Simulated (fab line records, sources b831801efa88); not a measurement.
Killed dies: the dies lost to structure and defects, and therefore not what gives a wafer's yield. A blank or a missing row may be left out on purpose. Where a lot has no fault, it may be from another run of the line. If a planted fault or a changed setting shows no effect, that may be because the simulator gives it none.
The tool behind it: which one? ; flow sky130 ; 42 wafers from 14 lots sampled at 3 of the route's 708 steps

## WHAT EACH GAUGE READ, for each wafer
SKY_FIELD_ISO_CD_MEAS_13 targets a cd of 150 nm. Usual: 150.4 nm for cd_nm, sd 1.5.
lot;measured;on;cd_nm (nm);flag
L450;day 2 04:58;cd_sem-01;151.7 150.7 151.2;
L451;day 2 10:28;cd_sem-01;150.8 152.6 151.8;
L452;day 2 17:10;cd_sem-01;149.2 149.1 150.4;
L453;day 2 20:54;cd_sem-01;151.1 148.7 150.2;
L458;day 4 01:45;cd_sem-02;152.3 152.9 151.9;
L460;day 4 09:40;cd_sem-01;148.6 149.4 150.5;
L465;day 5 10:20;cd_sem-01;149.5 150.2 150.6;
L466;day 5 18:54;cd_sem-01;149.6 150.1 148.9;
L468;day 6 03:11;cd_sem-02;146.8 146.3 147.1;
L469;day 6 08:54;cd_sem-01;152.5 150.5 152.9;
L470;day 6 13:08;cd_sem-02;148.6 148.9 150.7;
L471;day 6 17:56;cd_sem-02;148.4 148.9 147.6;
L472;day 6 22:48;cd_sem-02;152.3 151.3 151.3;
L473;day 7 04:56;cd_sem-02;151.1 149.9 152.6;

SKY_FIELD_ISO_THK_MEAS_25. Usual: FIELD_ISO_CVD_24_THK gives 592 nm (standard deviation 4.7).
lot;measured;on;FIELD_ISO_CVD_24_THK (nm);flag
L450;day 2 11:37;film_metro-02;592 595 586;
L451;day 2 18:25;film_metro-02;593 595 602;
L452;day 3 00:32;film_metro-02;597 594 597;
L453;day 3 00:34;film_metro-04;593 589 597;
L458;day 4 03:53;film_metro-04;602 601 596;
L460;day 4 13:50;film_metro-02;587 597 592;
L465;day 5 12:51;film_metro-04;596 590 588;
L466;day 5 20:52;film_metro-02;598 593 592;
L468;day 6 06:25;film_metro-02;592 587 599;
L469;day 6 11:46;film_metro-01;586 595 585;
L470;day 6 15:41;film_metro-02;592 590 597;
L471;day 6 19:55;film_metro-04;580 589 587;
L472;day 7 01:18;film_metro-04;594 588 592;
L473;day 7 06:53;film_metro-04;599 594 595;

SKY_DNWELL_TW_MEAS_09. Usual: DNWELL_TW gives 1104 (standard deviation 13).
lot;measured;on;DNWELL_TW;flag
L450;day 3 13:55;film_metro-04;1124 1125 1126;
L451;day 4 00:52;film_metro-02;1100 1096 1102;
L452;day 4 00:13;film_metro-03;1087 1096 1099;
L453;day 3 23:54;film_metro-04;1127 1122 1124;
L458;day 5 02:45;film_metro-04;1127 1129 1126;
L460;day 5 15:13;film_metro-03;1109 1113 1116;
L465;day 6 12:01;film_metro-02;1096 1093 1100;
L466;day 7 00:30;film_metro-02;1088 1088 1084;
L468;day 7 09:21;film_metro-03;1100 1098 1107;
L469;day 7 12:53;film_metro-02;1087 1089 1093;
L470;day 7 16:21;film_metro-03;1098 1097 1102;
L471;day 7 22:32;film_metro-02;1089 1092 1085;
L472;day 8 05:33;film_metro-02;1090 1096 1093;
L473;day 8 09:22;film_metro-04;1123 1128 1131;

## WHICH TOOL RAN EACH LOT (tool, then ch and the chambers of the sampled wafers, then the start)
The record holds no process step before these readings.

## WHAT THE TOOLS THEMSELVES READ (means of the sampled wafers that have a number; where no wafer has one, the mark that the record gives instead)
The record holds no such reading with a usual standard deviation.

## THE ANSWER, worked out from the rows above alone
Rule: lot off if the mean of its wafers having a number is beyond 3 standard deviations from the usual mean. Also off: a lot with no number at a reading for which 4 or more lots have one. Any other lot the step has rows for is counted as sound. After the gauges, taken in route order, come the tools' own readings; for these a lot's mean is taken, as printed above. At the first step where some lot is off, the reading lying furthest off is the one used; lots without a number count as furthest.
No lot is off on any of the readings shown, so nothing can be concluded from this.

## WHAT WAS PUT IN BY THE SIMULATOR
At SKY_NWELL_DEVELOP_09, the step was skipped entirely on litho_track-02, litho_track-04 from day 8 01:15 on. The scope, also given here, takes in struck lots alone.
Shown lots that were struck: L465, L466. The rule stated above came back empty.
